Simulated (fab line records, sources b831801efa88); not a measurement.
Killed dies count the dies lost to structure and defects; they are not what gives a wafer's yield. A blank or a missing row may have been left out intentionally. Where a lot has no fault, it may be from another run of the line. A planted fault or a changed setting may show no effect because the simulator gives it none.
Matching of chambers + flow sky130 + 4 sister chambers for SKY_VIA3_ETCH_15 on rie diel-04
The step etches SiO2 in C4F8/O2/Ar, stops on TiN, target depth 507 nm, time 78 s. 4 wafers are shown with their chamber, then 10 later ones without.

EACH WAFER AND ITS CHAMBER
| wafer  | chamber | oes product au (a.u.) |
|--------|---------|-----------------------|
| L089.3 | 3       | 0.954                 |
| L089.4 | 2       | 0.946                 |
| L090.2 | 0       | 0.941                 |
| L090.4 | 1       | 0.947                 |

WAFERS WITH NO CHAMBER GIVEN
| wafer  | oes product au (a.u.) |
|--------|-----------------------|
| L090.5 | 0.946                 |
| L092.1 | 0.942                 |
| L092.2 | 0.950                 |
| L092.6 | 0.945                 |
| L093.1 | 0.948                 |
| L093.2 | 0.945                 |
| L093.3 | 0.946                 |
| L095.4 | 0.952                 |
| L095.5 | 0.952                 |
| L095.6 | 0.960                 |

WHICH CHAMBER EACH ONE RAN IN
| wafer  | from the rows above          | in truth                   |
|--------|------------------------------|----------------------------|
| L090.5 | can't be placed: 2 or 1      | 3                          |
| L092.1 | can't be placed: 0 or 2 or 1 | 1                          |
| L092.2 | can't be placed: 1 or 2 or 3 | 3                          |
| L092.6 | can't be placed: 2 or 1 or 0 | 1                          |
| L093.1 | can't be placed: 1 or 2      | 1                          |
| L093.2 | can't be placed: 2 or 1 or 0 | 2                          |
| L093.3 | can't be placed: 2 or 1      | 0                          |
| L095.4 | can't be placed: 3 or 1 or 2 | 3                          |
| L095.5 | can't be placed: 3 or 1 or 2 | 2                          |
| L095.6 | 3                            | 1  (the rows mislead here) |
0 of 10 placed correctly. Unplaceable from these rows: 9, with the true chamber sitting among the candidates in 7. 1 placed wrongly.
How it was worked out, from the rows above alone: a wafer's distance from a chamber is the root of the sum, over the readings, of the square of ((its reading less the chamber's mean) divided by the reading's scatter). The wafer belongs to the nearest chamber; if the next one is less than 2 further off, it can't be placed. The mean given for a chamber averages the wafers shown for that chamber. The scatter (one wafer shown for each chamber): square how far every hidden wafer sits from the nearest shown wafer, average those squares and take the square root.
